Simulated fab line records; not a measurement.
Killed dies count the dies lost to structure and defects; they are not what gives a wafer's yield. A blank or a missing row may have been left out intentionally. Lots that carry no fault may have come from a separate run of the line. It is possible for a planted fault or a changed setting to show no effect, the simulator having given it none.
Which tool is to blame? || flow gf180mcu || 36 wafers from 12 lots sampled at 5 of the route's 602 steps

WHAT THE GAUGES READ, wafer by wafer
GF_POLY_GATE_CD_MEAS_18. Usual: cdNm 280.1 nm, standard deviation 1.7.
{"lot": "L145", "measured": "day 9 13:22", "on": "cdSem-02", "cdNm (nm)": "279.5 278.2 279.8", "flag": ""}
{"lot": "L146", "measured": "day 9 20:58", "on": "cdSem-02", "cdNm (nm)": "281.3 282.6 281.2", "flag": ""}
{"lot": "L149", "measured": "day 10 19:49", "on": "cdSem-02", "cdNm (nm)": "280.6 279.5 278.3", "flag": ""}
{"lot": "L150", "measured": "day 10 23:37", "on": "cdSem-02", "cdNm (nm)": "279.5 279.4 278.8", "flag": ""}
{"lot": "L152", "measured": "day 11 18:11", "on": "cdSem-02", "cdNm (nm)": "281.4 281.9 280.5", "flag": ""}
{"lot": "L153", "measured": "day 12 03:49", "on": "cdSem-02", "cdNm (nm)": "278.7 280.0 280.0", "flag": ""}
{"lot": "L155", "measured": "day 12 17:06", "on": "cdSem-02", "cdNm (nm)": "279.2 277.7 278.2", "flag": ""}
{"lot": "L158", "measured": "day 13 09:50", "on": "cdSem-02", "cdNm (nm)": "276.6 278.4 280.6", "flag": ""}
{"lot": "L164", "measured": "day 15 09:13", "on": "cdSem-02", "cdNm (nm)": "280.2 283.3 281.7", "flag": ""}
{"lot": "L165", "measured": "day 15 17:08", "on": "cdSem-02", "cdNm (nm)": "282.0 279.5 280.6", "flag": ""}
{"lot": "L166", "measured": "day 15 23:23", "on": "cdSem-02", "cdNm (nm)": "280.4 280.5 279.9", "flag": ""}
{"lot": "L167", "measured": "day 16 08:06", "on": "cdSem-02", "cdNm (nm)": "281.4 281.7 280.8", "flag": ""}

GF_HV_LDD_RS_MEAS_53: uses a four-point probe to measure. Usual: for HV_LDD_RS the level is 418.4 ohm/sq and the standard deviation is 0.81.
{"lot": "L145", "measured": "day 12 18:14", "on": "filmMetro-04", "HV_LDD_RS (ohm/sq)": "417.7 417.2 418.1", "flag": ""}
{"lot": "L146", "measured": "day 13 02:49", "on": "filmMetro-03", "HV_LDD_RS (ohm/sq)": "418.3 417.9 418.0", "flag": ""}
{"lot": "L149", "measured": "day 14 04:22", "on": "filmMetro-01", "HV_LDD_RS (ohm/sq)": "417.8 417.2 417.7", "flag": ""}
{"lot": "L150", "measured": "day 14 09:14", "on": "filmMetro-01", "HV_LDD_RS (ohm/sq)": "418.9 418.4 417.9", "flag": ""}
{"lot": "L152", "measured": "day 15 06:30", "on": "filmMetro-03", "HV_LDD_RS (ohm/sq)": "418.1 419.0 419.5", "flag": ""}
{"lot": "L153", "measured": "day 15 16:04", "on": "filmMetro-04", "HV_LDD_RS (ohm/sq)": "419.5 420.2 418.7", "flag": ""}
{"lot": "L155", "measured": "day 16 07:23", "on": "filmMetro-03", "HV_LDD_RS (ohm/sq)": "413.6 414.2 413.9 413.9 414.6 414.7", "flag": "OFF"}
{"lot": "L158", "measured": "day 17 01:35", "on": "filmMetro-03", "HV_LDD_RS (ohm/sq)": "414.9 413.7 413.9 413.4 413.8 414.0", "flag": "OFF"}
{"lot": "L164", "measured": "day 19 06:52", "on": "filmMetro-04", "HV_LDD_RS (ohm/sq)": "418.2 416.8 417.5", "flag": ""}
{"lot": "L165", "measured": "day 19 17:20", "on": "filmMetro-03", "HV_LDD_RS (ohm/sq)": "418.3 417.9 418.2", "flag": ""}
{"lot": "L166", "measured": "day 19 23:07", "on": "filmMetro-01", "HV_LDD_RS (ohm/sq)": "419.2 418.4 420.1", "flag": ""}
{"lot": "L167", "measured": "day 20 08:41", "on": "filmMetro-03", "HV_LDD_RS (ohm/sq)": "416.9 418.2 417.5", "flag": ""}

GF_NSD_TW_MEAS_12. Usual: for NSD_TW the level is 4241 and the standard deviation is 71.
{"lot": "L145", "measured": "day 13 17:23", "on": "filmMetro-02", "NSD_TW": "4285 4264 4252", "flag": ""}
{"lot": "L146", "measured": "day 14 03:20", "on": "filmMetro-01", "NSD_TW": "4139 4106 4115", "flag": ""}
{"lot": "L149", "measured": "day 15 04:14", "on": "filmMetro-04", "NSD_TW": "4258 4273 4267", "flag": ""}
{"lot": "L150", "measured": "day 15 09:33", "on": "filmMetro-02", "NSD_TW": "4259 4284 4283", "flag": ""}
{"lot": "L152", "measured": "day 16 09:14", "on": "filmMetro-01", "NSD_TW": "4162 4146 4137", "flag": ""}
{"lot": "L153", "measured": "day 16 20:05", "on": "filmMetro-04", "NSD_TW": "4327 4297 4317", "flag": ""}
{"lot": "L155", "measured": "day 17 09:52", "on": "filmMetro-01", "NSD_TW": "4171 4178 4147", "flag": ""}
{"lot": "L158", "measured": "day 18 04:32", "on": "filmMetro-02", "NSD_TW": "4322 4309 4330", "flag": ""}
{"lot": "L164", "measured": "day 20 10:24", "on": "filmMetro-02", "NSD_TW": "4311 4296 4306", "flag": ""}
{"lot": "L165", "measured": "day 20 21:32", "on": "filmMetro-01", "NSD_TW": "4114 4133 4136", "flag": ""}
{"lot": "L166", "measured": "day 21 02:45", "on": "filmMetro-01", "NSD_TW": "4180 4168 4168", "flag": ""}
{"lot": "L167", "measured": "day 21 11:47", "on": "filmMetro-01", "NSD_TW": "4160 4172 4148", "flag": ""}

EACH LOT AND THE TOOL THAT RAN IT (in order: tool; ch and the chambers of the sampled wafers; start)
{"lot": "L145", "GF_VT_IMPLANT_STRIP_09": "plasmaAsher-03 ch 0,1, day 5 21:05", "GF_HV_LDD_IMPLANT_35": "implanter-02 ch 0, day 11 21:41"}
{"lot": "L146", "GF_VT_IMPLANT_STRIP_09": "plasmaAsher-03 ch 0,1, day 6 02:35", "GF_HV_LDD_IMPLANT_35": "implanter-02 ch 0, day 12 06:10"}
{"lot": "L149", "GF_VT_IMPLANT_STRIP_09": "plasmaAsher-04 ch 0,1, day 6 22:38", "GF_HV_LDD_IMPLANT_35": "implanter-03 ch 0, day 13 06:44"}
{"lot": "L150", "GF_VT_IMPLANT_STRIP_09": "plasmaAsher-02 ch 0,1, day 7 02:34", "GF_HV_LDD_IMPLANT_35": "implanter-04 ch 0, day 13 11:35"}
{"lot": "L152", "GF_VT_IMPLANT_STRIP_09": "plasmaAsher-02 ch 0,1, day 7 16:46", "GF_HV_LDD_IMPLANT_35": "implanter-03 ch 0, day 14 07:46"}
{"lot": "L153", "GF_VT_IMPLANT_STRIP_09": "plasmaAsher-03 ch 0,1, day 8 00:29", "GF_HV_LDD_IMPLANT_35": "implanter-02 ch 0, day 14 17:12"}
{"lot": "L155", "GF_VT_IMPLANT_STRIP_09": "plasmaAsher-02 ch 0,1, day 8 14:04", "GF_HV_LDD_IMPLANT_35": "implanter-03 ch 0, day 15 08:44"}
{"lot": "L158", "GF_VT_IMPLANT_STRIP_09": "plasmaAsher-04 ch 0,1, day 9 03:42", "GF_HV_LDD_IMPLANT_35": "implanter-03 ch 0, day 16 02:13"}
{"lot": "L164", "GF_VT_IMPLANT_STRIP_09": "plasmaAsher-02 ch 0,1, day 10 22:13", "GF_HV_LDD_IMPLANT_35": "implanter-02 ch 0, day 18 05:58"}
{"lot": "L165", "GF_VT_IMPLANT_STRIP_09": "plasmaAsher-02 ch 0,1, day 11 03:08", "GF_HV_LDD_IMPLANT_35": "implanter-04 ch 0, day 18 15:43"}
{"lot": "L166", "GF_VT_IMPLANT_STRIP_09": "plasmaAsher-04 ch 0,1, day 11 08:52", "GF_HV_LDD_IMPLANT_35": "implanter-02 ch 0, day 18 21:14"}
{"lot": "L167", "GF_VT_IMPLANT_STRIP_09": "plasmaAsher-02 ch 0,1, day 11 14:53", "GF_HV_LDD_IMPLANT_35": "implanter-04 ch 0, day 19 07:17"}
- GF_VT_IMPLANT_STRIP_09: strips in O2/N2.
- GF_HV_LDD_IMPLANT_35

WHAT THE TOOLS THEMSELVES READ (means of the sampled wafers that have a number; where no wafer has one, the mark that the record gives instead)
GF_VT_IMPLANT_STRIP_09. Usual: drypumpMotorCurrentA 5.96 A, standard deviation 0.28; heaterPowerW 329 W, standard deviation 31; oesProductAu 0.717 a.u., standard deviation 0.0048; platenTempC 250.02 C, standard deviation 0.19; stripTimeToEndpointS 12.63 s, standard deviation 0.034.
{"lot": "L145", "tool": "plasmaAsher-03", "drypumpMotorCurrentA (A)": 6.03, "heaterPowerW (W)": 338, "oesProductAu (a.u.)": 0.715, "platenTempC (C)": 250.08, "stripTimeToEndpointS (s)": 12.61, "flag": ""}
{"lot": "L146", "tool": "plasmaAsher-03", "drypumpMotorCurrentA (A)": 5.98, "heaterPowerW (W)": 332, "oesProductAu (a.u.)": 0.719, "platenTempC (C)": 250.09, "stripTimeToEndpointS (s)": 12.61, "flag": ""}
{"lot": "L149", "tool": "plasmaAsher-04", "drypumpMotorCurrentA (A)": 5.64, "heaterPowerW (W)": 289, "oesProductAu (a.u.)": 0.715, "platenTempC (C)": 250.05, "stripTimeToEndpointS (s)": 12.67, "flag": ""}
{"lot": "L150", "tool": "plasmaAsher-02", "drypumpMotorCurrentA (A)": 6.18, "heaterPowerW (W)": 352, "oesProductAu (a.u.)": 0.714, "platenTempC (C)": 250.06, "stripTimeToEndpointS (s)": 12.60, "flag": ""}
{"lot": "L152", "tool": "plasmaAsher-02", "drypumpMotorCurrentA (A)": 6.16, "heaterPowerW (W)": 354, "oesProductAu (a.u.)": 0.720, "platenTempC (C)": 249.97, "stripTimeToEndpointS (s)": 12.65, "flag": ""}
{"lot": "L153", "tool": "plasmaAsher-03", "drypumpMotorCurrentA (A)": 6.07, "heaterPowerW (W)": 329, "oesProductAu (a.u.)": 0.714, "platenTempC (C)": 249.79, "stripTimeToEndpointS (s)": 12.66, "flag": ""}
{"lot": "L155", "tool": "plasmaAsher-02", "drypumpMotorCurrentA (A)": 6.10, "heaterPowerW (W)": 336, "oesProductAu (a.u.)": 0.715, "platenTempC (C)": 250.11, "stripTimeToEndpointS (s)": 12.60, "flag": ""}
{"lot": "L158", "tool": "plasmaAsher-04", "drypumpMotorCurrentA (A)": 5.48, "heaterPowerW (W)": 307, "oesProductAu (a.u.)": 0.714, "platenTempC (C)": 250.03, "stripTimeToEndpointS (s)": 12.60, "flag": ""}
{"lot": "L164", "tool": "plasmaAsher-02", "drypumpMotorCurrentA (A)": 6.10, "heaterPowerW (W)": 337, "oesProductAu (a.u.)": 0.717, "platenTempC (C)": 250.18, "stripTimeToEndpointS (s)": 12.66, "flag": ""}
{"lot": "L165", "tool": "plasmaAsher-02", "drypumpMotorCurrentA (A)": 6.17, "heaterPowerW (W)": 353, "oesProductAu (a.u.)": 0.711, "platenTempC (C)": 250.03, "stripTimeToEndpointS (s)": 12.61, "flag": ""}
{"lot": "L166", "tool": "plasmaAsher-04", "drypumpMotorCurrentA (A)": 5.64, "heaterPowerW (W)": 288, "oesProductAu (a.u.)": 0.721, "platenTempC (C)": 250.10, "stripTimeToEndpointS (s)": 12.60, "flag": ""}
{"lot": "L167", "tool": "plasmaAsher-02", "drypumpMotorCurrentA (A)": 6.10, "heaterPowerW (W)": 335, "oesProductAu (a.u.)": 0.721, "platenTempC (C)": 249.89, "stripTimeToEndpointS (s)": 12.63, "flag": ""}

GF_HV_LDD_IMPLANT_35. Usual: beamEnergyKeV 60.005, standard deviation 0.018; tiltDeg 30.004 degrees, standard deviation 0.021.
{"lot": "L145", "tool": "implanter-02", "beamEnergyKeV": 60.001, "tiltDeg (degrees)": 30.031, "flag": ""}
{"lot": "L146", "tool": "implanter-02", "beamEnergyKeV": 60.020, "tiltDeg (degrees)": 30.004, "flag": ""}
{"lot": "L149", "tool": "implanter-03", "beamEnergyKeV": 60.004, "tiltDeg (degrees)": 30.001, "flag": ""}
{"lot": "L150", "tool": "implanter-04", "beamEnergyKeV": 60.010, "tiltDeg (degrees)": 30.007, "flag": ""}
{"lot": "L152", "tool": "implanter-03", "beamEnergyKeV": 60.014, "tiltDeg (degrees)": 30.010, "flag": ""}
{"lot": "L153", "tool": "implanter-02", "beamEnergyKeV": 59.983, "tiltDeg (degrees)": 29.998, "flag": ""}
{"lot": "L155", "tool": "implanter-03", "beamEnergyKeV": 37.135, "tiltDeg (degrees)": 29.981, "flag": "OFF"}
{"lot": "L158", "tool": "implanter-03", "beamEnergyKeV": 37.161, "tiltDeg (degrees)": 30.029, "flag": "OFF"}
{"lot": "L164", "tool": "implanter-02", "beamEnergyKeV": 59.990, "tiltDeg (degrees)": 29.996, "flag": ""}
{"lot": "L165", "tool": "implanter-04", "beamEnergyKeV": 60.003, "tiltDeg (degrees)": 30.024, "flag": ""}
{"lot": "L166", "tool": "implanter-02", "beamEnergyKeV": 60.011, "tiltDeg (degrees)": 29.997, "flag": ""}
{"lot": "L167", "tool": "implanter-04", "beamEnergyKeV": 59.989, "tiltDeg (degrees)": 30.009, "flag": ""}

THE ANSWER, worked out from the rows above alone
Rule: a lot counts as off when the mean over its wafers that have a number is more than 3 standard deviations away from the usual mean. Also off: a lot with no number at a reading for which 4 or more lots have one. Any other lot the step has rows for is counted as sound. The gauges are gone through in route order, then the tools' own readings, and for those a lot's mean is taken as printed above. At the first step where some lot is off, the reading lying furthest off is the one used; lots without a number count as furthest.
Off: L155, L158, seen at GF_HV_LDD_RS_MEAS_53 (HV_LDD_RS).
If a tool, at a process step before that reading, ran all the lots that are off and no sound lot after the first of them, it fits. The gauges at GF_HV_LDD_RS_MEAS_53 aren't tried: what is off there is off at GF_HV_LDD_IMPLANT_35 too, on other tools, and a gauge's error can't cause that. One fits: implanter-03 at GF_HV_LDD_IMPLANT_35. A fault onset in the window from L152 (day 14 07:46, its last sound lot) to L155 (day 15 08:44, its first lot off) fits.
The tool's own readings at GF_HV_LDD_IMPLANT_35 bear it out: on the lots that are off they differ by more than 5 times the standard deviation of the sound lots' means. beamEnergyKeV reads 37.148 there against 60.002 on the sound lots.

WHAT WAS PUT IN BY THE SIMULATOR
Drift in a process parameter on implanter-03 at GF_HV_LDD_IMPLANT_35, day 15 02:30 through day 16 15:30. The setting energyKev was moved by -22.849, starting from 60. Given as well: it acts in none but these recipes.
Shown lots that were struck: L155, L158. Same finding as the rule above.
